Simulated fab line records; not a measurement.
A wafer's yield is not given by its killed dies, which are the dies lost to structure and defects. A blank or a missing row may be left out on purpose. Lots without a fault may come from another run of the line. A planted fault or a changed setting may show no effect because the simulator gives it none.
fab line records | flow sfq_line | part 2 of 2: steps 28 to 37 of 37
[record] lots = 5 wafers = 15 last_day = 97
route steps=325 shown L0V@26 M0@28 I0@43 M1@58
lots that met no fault: from a run of the same line without faults
start_h: hours from the record's opening day to when the first of the lot's shown wafers began | wait_h: how many hours have passed since the lot's step before this one | " the same as in the row above | L1.1+2: a single row standing in for several wafers | - no value, or no start given | * or withheld: withheld | < > ~ a bound
route shown NAME@n: names a module that has steps shown in the file, with the first one's number in the route | usual: average and standard deviation across the fault-free wafers | same: alike in all rows | chamber/n: place in a boat | sites: the reading at each site | _std_site: the values' standard deviation | _edge_site: the outer-site mean with the inner-site mean subtracted | radius_mm: for every site, how far away it sits from the centre of the wafer | mask NAME#n: copy n | behind: the tool/chamber that last shaped the wafer | hold: why the lot went on hold/how many hours it stayed there/how the hold came to an end | device: transistor that didn't switch, given as n, p or np | end of line: tests run on the same wafers once the route is complete | step lacking rows: just its recipe | killed: at the first sort, the dies lost to defects and structure; wafer yield is something else | map: the dies of a wafer, with x for killed, . for not killed, _ for no die there
set.NAME: setting as actually run; set.NAME@STEP: the setting as run at that earlier step | model.NAME: the simulator's own value behind a step, which no gauge read
lots at selected steps of the route; one table per step, one row per wafer
services: when a tool's chamber went out of use (start_h, in hours from the record's first day, below 0 if earlier), for how many hours, and the reason
[[steps]]
[step SFQ_TRILAYER_I0_VIA_BARC_OPEN_VIA_ETCH_046]
[recipe] mask_material = PR chemistry = O2 target_depth_nm = 125 target = BARC source_w = 516.2 bias_w = 80 pressure_mtorr = 30 time_s = 41.7
[usual] drypump_motor_current_A = 5.8/0.57 oes_product_au = 0.686/0.0046
// columns lot.wafer tool chamber start_h wait_h drypump_motor_current_A oes_product_au rf_hours_counter_h
L074.3 rie_diel-01 3 457.70 0.0 5.8 0.683 105
L074.4 " 2 " " 5.6 0.679 52
L074.6 " 2 " " 5.6 0.685 -
L088.2 rie_diel-04 3 626.24 0.0 4.7 0.690 21
L088.4 " 1 " " 5.4 0.683 -
L088.5 " 0 " " 5.6 0.683 -
L090.1 rie_diel-03 0 649.04 0.0 5.6 0.679 13
L090.2 " 1 " " 6.3 0.682 12
L090.4 " 2 " " 6.4 0.693 5
L092.2 rie_diel-01 2 656.37 0.0 5.6 0.684 55
L092.5 " 3 " " 5.8 0.685 -
L092.6 " 2 " " 5.6 0.689 -
L095.1 rie_diel-03 3 671.97 0.0 4.8 0.680 3
L095.5 " 2 " " 6.4 0.684 -
L095.6 " 1 " " 6.3 0.677 -
[step SFQ_TRILAYER_I0_VIA_ETCH_VIA_ETCH_034]
[recipe] target = SiO2 stop_on = Nb mask_material = PR taper_deg = 20 chemistry = CHF3 target_depth_nm = 260 source_w = 500 bias_w = 80 pressure_mtorr = 30 time_s = withheld
[usual] drypump_motor_current_A = 5.8/0.57 oes_product_au = 0.855/0.006
// columns lot.wafer tool chamber start_h wait_h drypump_motor_current_A oes_product_au
L074.3 rie_diel-01 3 457.74 0.0 5.8 0.854
L074.4 " 2 " " 5.6 0.852
L074.6 " 2 " " 5.6 0.850
L088.2 rie_diel-04 3 626.28 0.0 4.7 0.851
L088.4 " 1 " " 5.4 0.857
L088.5 " 0 " " 5.6 0.860
L090.1 rie_diel-03 0 649.08 0.0 5.7 0.851
L090.2 " 1 " " 6.4 0.858
L090.4 " 2 " " 6.4 0.862
L092.2 rie_diel-01 2 656.41 0.0 5.6 0.852
L092.5 " 3 " " 5.8 0.858
L092.6 " 2 " " 5.6 0.853
L095.1 rie_diel-03 3 672.01 0.0 4.8 0.841
L095.5 " 2 " " 6.4 0.857
L095.6 " 1 " " 6.4 0.849
[step SFQ_TRILAYER_I0_VIA_STRIP_STRIP_035]
[recipe] gas = O2 power_w = 200 platen_temp_c = 40 overash_fraction = 0.65 chemistry = O2 pressure_mtorr = 50
[usual] drypump_motor_current_A = 5.9/0.35 oes_product_au = 1.001/0.0076
[same] overash_fraction = 0.65
// columns lot.wafer tool chamber start_h wait_h drypump_motor_current_A oes_product_au rf_hours_counter_h
L074.3 rie_metal-04 1 458.06 - 6.2 0.993 -
L074.4 " 0 " " 5.5 1.001 -
L074.6 " 1 " " 6.2 1.005 -
L088.2 rie_metal-01 1 626.39 - 5.4 0.992 50
L088.4 " 1 " " 5.4 0.998 -
L088.5 " 0 " " 5.9 1.005 -
L090.1 rie_metal-02 0 649.19 - 6.1 1.002 83
L090.2 " 1 " " 6.3 1.008 65
L090.4 " 1 " " 6.3 1.001 -
L092.2 rie_metal-02 0 656.52 - 6.0 1.001 84
L092.5 " 0 " " 6.1 1.008 -
L092.6 " 1 " " 6.3 1.003 -
L095.1 rie_metal-01 0 672.12 - 5.9 1.003 83
L095.5 " 0 " " 5.9 0.995 -
L095.6 " 1 " " 5.4 0.997 -
[step SFQ_TRILAYER_I0_VIA_STRIP_SOLV_CLEAN_036]
[recipe] chemistry = NMP temp_c = 70 time_s = 600
[usual] bath_guard_temp_C = 69.9/0.55 bath_heat_duty_pct = 13.4/1
// columns lot.wafer tool chamber start_h wait_h bath_guard_temp_C bath_heat_duty_pct
L074.3 wet_bench-01 1 458.46 0.2 71.0 13.0
L074.4 " 6 " " 70.9 13.6
L074.6 " 0 " " 69.0 12.5
L088.2 wet_bench-01 5 626.99 0.4 69.8 13.6
L088.4 " 4 " " 69.9 12.7
L088.5 " 0 " " 69.1 12.6
L090.1 wet_bench-04 2 649.79 0.4 69.8 14.0
L090.2 " 3 " " 69.8 12.7
L090.4 " 7 " " 69.4 14.1
L092.2 wet_bench-02 6 657.12 0.4 70.9 13.6
L092.5 " 7 " " 70.4 14.7
L092.6 " 1 " " 68.7 14.7
L095.1 wet_bench-04 4 672.72 0.4 70.0 13.5
L095.5 " 3 " " 69.9 15.5
L095.6 " 6 " " 69.8 13.7
[step SFQ_TRILAYER_M1_DEP_PRE_CLEAN_038]
[recipe] gas = Ar time_s = 22.5 bias_v = 250
// columns lot.wafer tool chamber start_h wait_h
L074.3+4+6 pvd_sputter-03 - 458.63 0.0
L088.2+4+5 pvd_sputter-04 - 627.17 0.0
L090.1+2+4 pvd_sputter-04 - 649.97 0.0
L092.2+5+6 pvd_sputter-03 - 657.29 0.0
L095.1+5+6 pvd_sputter-05 - 672.89 0.0
[step SFQ_TRILAYER_M1_DEP_SPUTTER_037]
[recipe] material = Nb base_pressure_pa = 1.33e-06 chamber_pressure_pa = 0.1333 substrate_temp_c = 20 resputter_cathode_voltage_v = 400 target_thk_nm = 200 power_w = 2000 time_s = 133.3
[usual] base_pressure_pa = 1.33e-06/6.9e-08 throttle_valve_pct = 29.8/0.99
// columns lot.wafer tool chamber start_h wait_h base_pressure_pa throttle_valve_pct
L074.3 pvd_sputter-03 - 458.66 0.0 1.37e-06 28.2
L074.4 " - " " 1.51e-06 30.7
L074.6 " - " " 1.31e-06 28.2
L088.2 pvd_sputter-04 - 627.20 0.0 1.26e-06 30.5
L088.4 " - " " 1.37e-06 28.4
L088.5 " - " " 1.25e-06 28.9
L090.1 pvd_sputter-04 - 650.00 0.0 1.31e-06 29.4
L090.2 " - " " 1.29e-06 29.4
L090.4 " - " " 1.23e-06 30.3
L092.2 pvd_sputter-03 - 657.32 0.0 1.22e-06 31.2
L092.5 " - " " 1.41e-06 28.6
L092.6 " - " " 1.27e-06 29.7
L095.1 pvd_sputter-05 - 672.92 0.0 1.51e-06 29.2
L095.5 " - " " 1.35e-06 30.6
L095.6 " - " " 1.24e-06 31.0
[step SFQ_M1_RS_MEAS_909]
[recipe] thk_meas_gauge = four-point-probe reads = Nb_of_TRILAYER_M1_DEP_SPUTTER_037
[usual] M1_NB_RS = 0.885/0.011
// columns lot.wafer tool chamber start_h wait_h M1_NB_RS[ohm/sq]
L074.3 film_metro-02 - 458.79 0.1 0.888
L074.4 " - " " 0.887
L074.6 " - " " 0.885
L088.2 film_metro-02 - 627.50 0.3 0.891
L088.4 " - " " 0.894
L088.5 " - " " 0.899
L090.1 film_metro-02 - 650.09 0.0 0.902
L090.2 " - " " 0.890
L090.4 " - " " 0.901
L092.2 film_metro-02 - 657.43 0.1 0.871
L092.5 " - " " 0.870
L092.6 " - " " 0.867
L095.1 film_metro-02 - 673.01 0.0 0.866
L095.5 " - " " 0.860
L095.6 " - " " 0.870
[step SFQ_TRILAYER_M1_LITHO_COAT_044]
[recipe] resist = BARC spin_rpm = 3000 resist_thk_nm = 62
// columns lot.wafer tool chamber start_h wait_h
L074.3+4+6 litho_track-01 0 459.03 0.1
L088.2+4+5 litho_track-02 0 627.71 0.1
L090.1+2+4 litho_track-04 0 650.27 0.1
L092.2+5+6 litho_track-02 0 657.64 0.1
L095.1+5+6 litho_track-02 0 673.19 0.1
[step SFQ_TRILAYER_M1_LITHO_COAT_039]
[recipe] resist = KrF spin_rpm = 3000 resist_thk_nm = 600
// columns lot.wafer tool chamber start_h wait_h
L074.3+4+6 litho_track-01 0 459.33 0.2
L088.2+4+5 litho_track-02 0 628.01 0.2
L090.1+2+4 litho_track-04 0 650.57 0.2
L092.2+5+6 litho_track-02 0 657.94 0.2
L095.1+5+6 litho_track-02 0 673.49 0.2
[step SFQ_TRILAYER_M1_LITHO_SOFTBAKE_043]
[recipe] temp_c = withheld time_s = withheld resist = KrF
// columns lot.wafer tool chamber start_h wait_h
L074.3+4+6 litho_track-01 0 459.58 0.2
L088.2+4+5 litho_track-02 0 628.28 0.2
L090.1+2+4 litho_track-04 0 650.87 0.2
L092.2+5+6 litho_track-02 0 658.22 0.2
L095.1+5+6 litho_track-02 0 673.79 0.2
[[services]]
// columns tool chamber start_h hours kind
rie_metal-03 - 179.57 0.9 repair
krf_scanner-01 - 191.39 1.3 pm
pvd_sputter-04 - 202.46 2.1 repair
pvd_sputter-04 - 214.28 5.1 repair
rie_metal-02 0 231.53 5.5 repair
krf_scanner-01 - 257.67 1.0 pm
pvd_sputter-04 - 274.98 4.2 repair
krf_scanner-01 - 319.48 0.8 pm
krf_scanner-01 - 366.87 1.3 pm
krf_scanner-01 - 371.09 0.3 repair
pvd_sputter-04 - 374.64 3.7 repair
rie_metal-03 - 389.46 14.6 pm
rie_metal-03 - 404.06 28.1 pm
pvd_sputter-04 - 409.43 0.5 repair
krf_scanner-01 - 425.92 1.0 pm
rie_metal-02 - 430.57 2.8 pm
krf_scanner-01 - 488.57 0.8 pm
rie_metal-02 0 540.85 14.8 repair
krf_scanner-01 - 542.51 1.3 pm
krf_scanner-01 - 583.85 0.2 repair
krf_scanner-01 - 586.52 1.0 repair
krf_scanner-01 - 594.90 1.0 pm
krf_scanner-01 - 648.70 3.6 pm
pvd_sputter-04 - 672.40 18.3 repair
